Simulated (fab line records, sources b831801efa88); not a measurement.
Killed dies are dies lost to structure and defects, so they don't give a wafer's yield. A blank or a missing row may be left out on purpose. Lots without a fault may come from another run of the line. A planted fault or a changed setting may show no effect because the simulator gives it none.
Split-lot experiment | flow sfq_line | 5 lots, 23 wafers read, on a route of 325 steps

THE SPLIT
At SFQ_TRILAYER_C5_LITHO_EXPOSE_152 (exposes mask C5, target cd 500 nm), the setting dose_mj was moved away from the recipe's 21.3 on 7 of the 23 wafers read, by -3.5% to +7.2%. The other wafers ran this setting at the recipe's value.

FROM THE SPLIT TO THE READING: what the file shows between them, 2 steps
- SFQ_TRILAYER_C5_LITHO_PEB_154: peb time 58.39 s
- SFQ_TRILAYER_C5_LITHO_DEVELOP_153: time 60 s

THE READING
C5.cd_nm (the simulator's own value, which no gauge read), in nm, at SFQ_TRILAYER_C5_BARC_OPEN_VIA_ETCH_210 (etches BARC in O2, target depth 125 nm, time 41.7 s). The file gives no usual value for it. The 16 wafers here that ran the recipe average 495.7 nm, standard deviation 1.4 nm.

wafer  | tool, chamber at the split | dose_mj as run | against the recipe | C5.cd_nm, nm | against lot-mates on the recipe
L075.1 | krf_scanner-02, 0          | 21.3           | recipe             | 495.3        | -
L075.3 | krf_scanner-02, 0          | 21.3           | recipe             | 495.4        | -
L075.4 | krf_scanner-02, 0          | 21.3           | recipe             | 495.3        | -
L075.5 | krf_scanner-02, 0          | 21.3           | recipe             | 496.7        | -
L075.6 | krf_scanner-02, 0          | 21.3           | recipe             | 495.7        | -
L077.1 | krf_scanner-01, 0          | 21.3           | recipe             | 495.4        | -
L077.2 | krf_scanner-01, 0          | 20.55          | -3.5%              | 490.4        | -5.6
L077.3 | krf_scanner-01, 0          | 21.3           | recipe             | 497.1        | -
L077.4 | krf_scanner-01, 0          | 20.55          | -3.5%              | 490.1        | -5.9
L077.5 | krf_scanner-01, 0          | 21.3           | recipe             | 495.6        | -
L078.1 | krf_scanner-01, 0          | 22.84          | +7.2%              | 507          | +9.8
L078.3 | krf_scanner-01, 0          | 22.84          | +7.2%              | 507.3        | +10.1
L078.4 | krf_scanner-01, 0          | 21.3           | recipe             | 497.2        | -
L078.5 | krf_scanner-01, 0          | 21.3           | recipe             | 497.7        | -
L078.6 | krf_scanner-01, 0          | 21.3           | recipe             | 496.6        | -
L079.1 | krf_scanner-01, 0          | 20.55          | -3.5%              | 489.4        | -6.7
L079.2 | krf_scanner-01, 0          | 21.3           | recipe             | 496.8        | -
L079.3 | krf_scanner-01, 0          | 20.55          | -3.5%              | 492.1        | -3.9
L079.4 | krf_scanner-01, 0          | 20.55          | -3.5%              | 490.1        | -5.9
L079.5 | krf_scanner-01, 0          | 21.3           | recipe             | 495.3        | -
L082.1 | krf_scanner-02, 0          | 21.3           | recipe             | 494.1        | -
L082.2 | krf_scanner-02, 0          | 21.3           | recipe             | 492          | -
L082.4 | krf_scanner-02, 0          | 21.3           | recipe             | 494.5        | -

THE FIT
A straight line over all 23 wafers: C5.cd_nm changes by +1.55 nm for each +1% of dose_mj; r = +0.96; the points scatter about the line by 1.3 nm.
The same after taking each lot's own level away (the mean of its wafers on the recipe; 23 wafers): +1.46 nm for each +1%; r = +0.98; scatter 0.81 nm.
On that fit, the largest move of dose_mj shifts the reading by 11 nm.
The lots' own levels span 493.53 to 497.17 nm, that is 2.7 times the standard deviation above.
So the lot-to-lot level changes the slope little: the two slopes agree.
Check: with one of the wafers moved furthest among these (+7.2%) left out of the fit, the line predicts +10.7 nm for it against its lot-mates. It came out at +9.83 nm against them.

OTHER SPLITS ON THESE WAFERS
These wafers also went through other splits before the reading. Each is held against what the fit with the lots' levels taken away leaves over:
other split on the same wafers                | wafers away from the commonest value | r with C5.cd_nm (lot level and that fit taken away)
SFQ_TRILAYER_R5_LITHO_PEB_139 peb_temp_c      | 7                                    | +0.38
SFQ_TRILAYER_I5_LITHO_EXPOSE_145 dose_mj      | 11                                   | -0.16
SFQ_TRILAYER_I5_BARC_OPEN_VIA_ETCH_200 bias_w | 11                                   | -0.16
SFQ_TRILAYER_C5_LITHO_COAT_156 spin_rpm       | 5                                    | +0.00

THE FILE'S OWN FIT
C5.cd_nm changes by +1.45 nm for each +1% of dose_mj, r = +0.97.
